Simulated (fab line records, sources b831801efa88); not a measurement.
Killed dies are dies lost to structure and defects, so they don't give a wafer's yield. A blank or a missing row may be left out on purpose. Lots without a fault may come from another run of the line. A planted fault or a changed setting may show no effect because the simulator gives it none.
Chamber matching | flow gf180mcu | GF_V5_ETCH_16 on rie_diel-04: 4 sister chambers
The step etches BARC in N2/H2. 14 wafers are shown with their chamber, then 7 later ones without.

WAFERS WITH THEIR CHAMBER
wafer  | chamber | drypump_motor_current_A (A) | oes_product_au (a.u.) | rf_fwd_power_W (W)
L074.1 | 3       | 6.7                         | 0.857                 | 498.2
L074.2 | 1       | 6.1                         | 0.863                 | 493.5
L074.5 | 0       | 5.3                         | 0.855                 | 496.4
L078.2 | 3       | 6.7                         | 0.858                 | 494.7
L078.3 | 0       | 5.2                         | 0.850                 | 494.6
L078.5 | 2       | 5.9                         | 0.860                 | 493.2
L087.1 | 1       | 6.1                         | 0.858                 | 494.8
L087.2 | 2       | 5.9                         | 0.860                 | 495.1
L087.3 | 3       | 6.7                         | 0.854                 | 496.7
L092.2 | 3       | 6.7                         | 0.858                 | 497.0
L092.5 | 2       | 5.9                         | 0.860                 | 492.3
L092.6 | 3       | 6.7                         | 0.859                 | 497.7
L093.1 | 0       | 5.3                         | 0.849                 | 493.8
L093.5 | 3       | 6.7                         | 0.859                 | 497.7

SIGNATURES (means of the wafers above)
reading                 | chamber 0 | chamber 1 | chamber 2 | chamber 3 | scatter within a chamber
drypump_motor_current_A | 5.267     | 6.100     | 5.900     | 6.700     | 0.0258
oes_product_au          | 0.85133   | 0.86050   | 0.86000   | 0.85750   | 0.00225
rf_fwd_power_W          | 494.933   | 494.150   | 493.533   | 497.000   | 1.28
Rule: a wafer's distance from a chamber is the root of the sum, over the readings, of the square of ((its reading less the chamber's mean) divided by the reading's scatter). The wafer belongs to the nearest chamber; if the next one is less than 2 further off, it can't be placed. The scatter: the root of (the sum of the squares of (reading less its chamber's mean) over the shown wafers, divided by (wafers less chambers)).

WAFERS WITHOUT THEIR CHAMBER
wafer  | drypump_motor_current_A (A) | oes_product_au (a.u.) | rf_fwd_power_W (W)
L093.6 | 5.9                         | 0.857                 | 494.8
L094.2 | 6.1                         | 0.856                 | 495.8
L094.3 | 5.9                         | 0.862                 | 492.4
L094.5 | 5.3                         | 0.854                 | 493.8
L095.1 | 5.9                         | 0.858                 | 491.1
L095.2 | 6.1                         | 0.854                 | 494.0
L095.6 | 5.2                         | 0.861                 | 496.5

WHICH CHAMBER EACH WENT THROUGH
wafer  | from the rows above | in truth
L093.6 | 2                   | 2
L094.2 | 1                   | 1
L094.3 | 2                   | 2
L094.5 | 0                   | 0
L095.1 | 2                   | 2
L095.2 | 1                   | 1
L095.6 | 0                   | 0
Placed correctly: 7 of 7. Can't be placed from these rows: 0. Placed wrongly: 0.
